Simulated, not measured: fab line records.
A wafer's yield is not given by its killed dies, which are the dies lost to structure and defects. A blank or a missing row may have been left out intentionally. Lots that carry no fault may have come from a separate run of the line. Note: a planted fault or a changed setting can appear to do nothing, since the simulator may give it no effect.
The tool behind it: which one? / flow sfq line / 40 wafers from 14 lots sampled at 2 of the route's 325 steps

WHAT THE GAUGES SHOWED, per wafer
Not one reading of a measure or inspect step in the record can be checked against a usual standard deviation.

EACH LOT AND THE TOOL THAT RAN IT (in order: tool; ch and the chambers of the sampled wafers; start)
lot=L667; SFQ_TRILAYER_I6_DEP_PECVD_165=pecvd-02 ch 1,2, day 69 21:24; SFQ_TRILAYER_I6_CMP_CMP_166=cmp-02 ch 0,2, day 69 22:03
lot=L668; SFQ_TRILAYER_I6_DEP_PECVD_165=pecvd-02 ch 0,2, day 70 00:33; SFQ_TRILAYER_I6_CMP_CMP_166=cmp-01 ch 1,2, day 70 02:30
lot=L669; SFQ_TRILAYER_I6_DEP_PECVD_165=pecvd-04 ch 0,1,2, day 70 04:31; SFQ_TRILAYER_I6_CMP_CMP_166=cmp-02 ch 0,1,3, day 70 07:33
lot=L672; SFQ_TRILAYER_I6_DEP_PECVD_165=pecvd-04 ch 0,1,2, day 71 16:13; SFQ_TRILAYER_I6_CMP_CMP_166=cmp-02 ch 1,2,3, day 71 17:45
lot=L673; SFQ_TRILAYER_I6_DEP_PECVD_165=pecvd-02 ch 0,1,2, day 72 01:03; SFQ_TRILAYER_I6_CMP_CMP_166=cmp-02 ch 2,3, day 72 02:42
lot=L674; SFQ_TRILAYER_I6_DEP_PECVD_165=pecvd-04 ch 0,1,2, day 74 07:23; SFQ_TRILAYER_I6_CMP_CMP_166=cmp-01 ch 1,2,3, day 74 07:58
lot=L675; SFQ_TRILAYER_I6_DEP_PECVD_165=pecvd-02 ch 0,2, day 74 16:03; SFQ_TRILAYER_I6_CMP_CMP_166=cmp-01 ch 0,1,2, day 74 17:08
lot=L676; SFQ_TRILAYER_I6_DEP_PECVD_165=pecvd-02 ch 0,1,2, day 75 00:27; SFQ_TRILAYER_I6_CMP_CMP_166=cmp-01 ch 0,1,2, day 75 00:32
lot=L677; SFQ_TRILAYER_I6_DEP_PECVD_165=pecvd-03 ch 0,1, day 79 04:44; SFQ_TRILAYER_I6_CMP_CMP_166=cmp-01 ch 0,1,3, day 79 05:21
lot=L678; SFQ_TRILAYER_I6_DEP_PECVD_165=pecvd-04 ch 0,1,2, day 79 07:08; SFQ_TRILAYER_I6_CMP_CMP_166=cmp-02 ch 1,2,3, day 79 07:43
lot=L679; SFQ_TRILAYER_I6_DEP_PECVD_165=pecvd-03 ch 0,1,2, day 82 14:03; SFQ_TRILAYER_I6_CMP_CMP_166=cmp-01 ch 0,2, day 82 14:37
lot=L682; SFQ_TRILAYER_I6_DEP_PECVD_165=pecvd-03 ch 2, day 83 14:13; SFQ_TRILAYER_I6_CMP_CMP_166=cmp-01 ch 2,3, day 83 14:47
lot=L684; SFQ_TRILAYER_I6_DEP_PECVD_165=pecvd-03 ch 0,1, day 83 21:25; SFQ_TRILAYER_I6_CMP_CMP_166=cmp-01 ch 1,3, day 83 23:17
lot=L688; SFQ_TRILAYER_I6_DEP_PECVD_165=pecvd-04 ch 0,1,2, day 84 08:38; SFQ_TRILAYER_I6_CMP_CMP_166=cmp-02 ch 0,1,3, day 84 14:59
- SFQ_TRILAYER_I6_DEP_PECVD_165: deposits SiO2 from SiH4/N2O, time 111.11 s, target thk 500 nm.
- SFQ_TRILAYER_I6_CMP_CMP_166: polishes SiO2.

WHAT THE TOOLS THEMSELVES READ (means of the sampled wafers that have a number; where no wafer has one, the mark that the record gives instead)
SFQ_TRILAYER_I6_DEP_PECVD_165.
lot=L667; tool=pecvd-02; heater power w (W)=110; run length s (s)=138.6; throttle valve pct (%)=28.3
lot=L668; tool=pecvd-02; heater power w (W)=92; run length s (s)=139.0; throttle valve pct (%)=26.5
lot=L669; tool=pecvd-04; heater power w (W)=97; run length s (s)=139.0; throttle valve pct (%)=24.4
lot=L672; tool=pecvd-04; heater power w (W)=99; run length s (s)=138.9; throttle valve pct (%)=24.6
lot=L673; tool=pecvd-02; heater power w (W)=94; run length s (s)=138.7; throttle valve pct (%)=26.7
lot=L674; tool=pecvd-04; heater power w (W)=94; run length s (s)=138.8; throttle valve pct (%)=24.7
lot=L675; tool=pecvd-02; heater power w (W)=96; run length s (s)=138.6; throttle valve pct (%)=28.1
lot=L676; tool=pecvd-02; heater power w (W)=100; run length s (s)=138.8; throttle valve pct (%)=26.6
lot=L677; tool=pecvd-03; heater power w (W)=91; run length s (s)=138.2; throttle valve pct (%)=25.4
lot=L678; tool=pecvd-04; heater power w (W)=99; run length s (s)=138.8; throttle valve pct (%)=25.0
lot=L679; tool=pecvd-03; heater power w (W)=88; run length s (s)=138.7; throttle valve pct (%)=25.4
lot=L682; tool=pecvd-03; heater power w (W)=72; run length s (s)=126.4; throttle valve pct (%)=23.6
lot=L684; tool=pecvd-03; heater power w (W)=91; run length s (s)=125.8; throttle valve pct (%)=26.1
lot=L688; tool=pecvd-04; heater power w (W)=95; run length s (s)=138.9; throttle valve pct (%)=25.1

SFQ_TRILAYER_I6_CMP_CMP_166.
lot=L667; tool=cmp-02; motor current A (A)=9.5; retaining ring pressure frac=1.001; slurry filter dp kPa (kPa)=13.53; time to endpoint s (s)=229
lot=L668; tool=cmp-01; motor current A (A)=9.8; retaining ring pressure frac=1.000; slurry filter dp kPa (kPa)=13.52; time to endpoint s (s)=217
lot=L669; tool=cmp-02; motor current A (A)=9.6; retaining ring pressure frac=1.004; slurry filter dp kPa (kPa)=13.51; time to endpoint s (s)=215
lot=L672; tool=cmp-02; motor current A (A)=11.2; retaining ring pressure frac=0.999; slurry filter dp kPa (kPa)=13.47; time to endpoint s (s)=223
lot=L673; tool=cmp-02; motor current A (A)=11.1; retaining ring pressure frac=0.997; slurry filter dp kPa (kPa)=13.56; time to endpoint s (s)=218
lot=L674; tool=cmp-01; motor current A (A)=10.0; retaining ring pressure frac=1.003; slurry filter dp kPa (kPa)=13.45; time to endpoint s (s)=215
lot=L675; tool=cmp-01; motor current A (A)=10.2; retaining ring pressure frac=1.005; slurry filter dp kPa (kPa)=13.55; time to endpoint s (s)=227
lot=L676; tool=cmp-01; motor current A (A)=10.1; retaining ring pressure frac=0.999; slurry filter dp kPa (kPa)=13.49; time to endpoint s (s)=219
lot=L677; tool=cmp-01; motor current A (A)=10.2; retaining ring pressure frac=0.998; slurry filter dp kPa (kPa)=13.65; time to endpoint s (s)=211
lot=L678; tool=cmp-02; motor current A (A)=10.9; retaining ring pressure frac=1.001; slurry filter dp kPa (kPa)=13.46; time to endpoint s (s)=217
lot=L679; tool=cmp-01; motor current A (A)=9.9; retaining ring pressure frac=0.998; slurry filter dp kPa (kPa)=13.39; time to endpoint s (s)=217
lot=L682; tool=cmp-01; motor current A (A)=10.2; retaining ring pressure frac=1.003; slurry filter dp kPa (kPa)=13.47; time to endpoint s (s)=188
lot=L684; tool=cmp-01; motor current A (A)=10.1; retaining ring pressure frac=0.998; slurry filter dp kPa (kPa)=13.46; time to endpoint s (s)=186
lot=L688; tool=cmp-02; motor current A (A)=9.9; retaining ring pressure frac=0.999; slurry filter dp kPa (kPa)=13.40; time to endpoint s (s)=218

THE ANSWER, worked out from the rows above alone
Rule: usual is defined by the lots themselves. The widest of any qualifying gaps counts: lots, ordered by their means at a reading, are off when they make up no more than a third of the lots, leave a main group of 4 or more, and stand apart from it by 3 or more times the standard deviation of that group's means. A main group whose means are all the same, to the digits that the tables above print for the reading, isn't used. Also off: a lot with no number at a reading for which 4 or more lots have one. The other lots that the step has rows for count as sound. The gauges are gone through in route order, then the tools' own readings, and for those a lot's mean is taken as printed above. At the first step where some lot is off, the reading lying furthest off is the one used; lots without a number count as furthest.
Off: L682, L684, at SFQ_TRILAYER_I6_DEP_PECVD_165 (run length s). Main group: mean 138.8 s, sd 0.21.
If a tool, at that step or one of the process steps before it, ran each lot that is off and ran no sound lot following the first of them, it fits. One candidate fits, namely pecvd-03 at SFQ_TRILAYER_I6_DEP_PECVD_165. Its last sound lot is L679 (day 82 14:03), its first lot that is off L682 (day 83 14:13): a fault that began between those two fits.
The tool's own readings at SFQ_TRILAYER_I6_DEP_PECVD_165 bear it out: on the lots that are off they differ by more than 5 times the standard deviation of the sound lots' means. run length s reads 126.1 s there against 138.8 s on the sound lots.

WHAT WAS PUT IN BY THE SIMULATOR
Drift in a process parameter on pecvd-03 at SFQ_TRILAYER_I6_DEP_PECVD_165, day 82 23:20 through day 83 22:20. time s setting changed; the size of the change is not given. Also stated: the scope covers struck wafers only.
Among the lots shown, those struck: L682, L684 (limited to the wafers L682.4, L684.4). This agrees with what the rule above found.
